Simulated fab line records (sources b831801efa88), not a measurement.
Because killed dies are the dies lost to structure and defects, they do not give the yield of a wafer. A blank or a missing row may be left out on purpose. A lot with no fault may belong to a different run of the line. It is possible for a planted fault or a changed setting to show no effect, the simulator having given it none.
8D (eight disciplines) problem report, filled in by code    flow gf180mcu    the parts of the form that need people (team, actions taken, sign-off) are left out

## 1. PROBLEM STATEMENT
Mean TOP_METAL_ALCU_RS at GF_TOP_METAL_RS_MEAS_05: 0.0384 ohm/sq over 9 wafers in 3 lots; fault-free wafers: 0.0327 ohm/sq, standard deviation 0.00042. Relative to the usual mean, that is a shift of +14 standard deviations.
The step: measures by four-point-probe.
The first sign was on wafer L810.1 at day 31 08:19, on film-metro-04. The record has a number at this step for 30 wafers belonging to 10 lots. The rule behind "out" and "out of limits": a value lying over 4 standard deviations away from the usual mean. The other wafers with a number count as sound.

## 2. WHAT IT IS; WHAT IT IS NOT
question                     is                            is not
which readings at this step  TOP_METAL_ALCU_RS             -
which lots                   L810, L813, L814              L798, L799, L804, L816, L817, L818, L820
which wafers of those lots   all that have a number        -
read on which gauges         film-metro-03, film-metro-04  film-metro-02
when                         from day 31 08:19             up to then (9 sound wafers); but 12 sound wafers of L816, L817, L818, L820 came after

## 3. WHAT RULES OUT EACH SUSPECT
Counting: a tool at a process step up to the reading stays a suspect if it ran every lot that is out and no sound lot after the first of them.
- the gauge at GF_TOP_METAL_RS_MEAS_05 is ruled out. Those wafers that are out were read across 2 gauges (film-metro-03, film-metro-04).
- pvd-sputter-01 at GF_TOP_METAL_SPUTTER_02 (material AlCu, target thk 900 nm, time 47.82 s): kept. It ran every lot that is out, first L810 (day 31 08:14), and no sound lot after that; its last sound lot up to then is L799 (day 28 06:26). Out on those wafers are its own readings of cathode-dc-power-W.
After counting, what remains is pvd-sputter-01 at GF_TOP_METAL_SPUTTER_02.

## 4. THE CAUSE (what the simulator had put in)
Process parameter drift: pvd-sputter-01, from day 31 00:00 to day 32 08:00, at GF_TOP_METAL_SPUTTER_02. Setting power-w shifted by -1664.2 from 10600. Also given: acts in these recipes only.
Only this tool survived the counting.

## 5. THE EFFECT CHAIN, in route order
One row per reading whose mean, taken over the struck wafers that have a number, lies over 3 standard deviations from the usual. Readings are gone through only where the record gives a usual standard deviation; hours: the median, over the lots, of the time from a lot's start at the first step in this table giving one to that lot's start at this step; sigmas: the change measured in usual standard deviations.
hours  step                        reading             usual          on struck wafers  change   sigmas
0      GF_TOP_METAL_SPUTTER_02     cathode-dc-power-W  10600 W        8936              -1664    -99 or more
0      GF_TOP_METAL_RS_MEAS_05     TOP_METAL_ALCU_RS   0.0327 ohm/sq  0.0384            +0.0057  +14
0      GF_TOP_METAL_THK_MEAS_06    TOP_METAL_ALCU_THK  903 nm         767               -136     -11
16     GF_TOP_METAL_METAL_ETCH_16  oes-product-au      0.967 a.u.     0.891             -0.076   -11
16     GF_TOP_METAL_METAL_ETCH_16  throttle-valve-pct  28.257 %       28.341            +0.084   +8.4
Its process steps:
- GF_TOP_METAL_SPUTTER_02: material AlCu, target thk 900 nm, time 47.82 s.
- GF_TOP_METAL_METAL_ETCH_16: etches the open film in Cl2/BCl3, stops on SiO2, target depth 1077.5 nm, time 179.6 s.
Later measuring or inspecting steps at which every struck wafer that the step has a row for has a number for every such reading, and none has moved that far: GF_PASSIVATION_THK_MEAS_03.

## 6. HOW IT WOULD HAVE BEEN CAUGHT EARLIER
In this record the first reading out of limits at a measuring or inspecting step was taken at day 31 08:19, 8 hours after the fault began at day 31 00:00.
Tool's own readings at GF_TOP_METAL_SPUTTER_02, cathode-dc-power-W: out on all struck wafers the step has rows for; an alarm limit on them would have tripped on the first.
Lots out: 3; of these, L813, L814 started GF_TOP_METAL_SPUTTER_02 on pvd-sputter-01 after day 31 08:19. A hold on the tool at that time would have spared those 2.
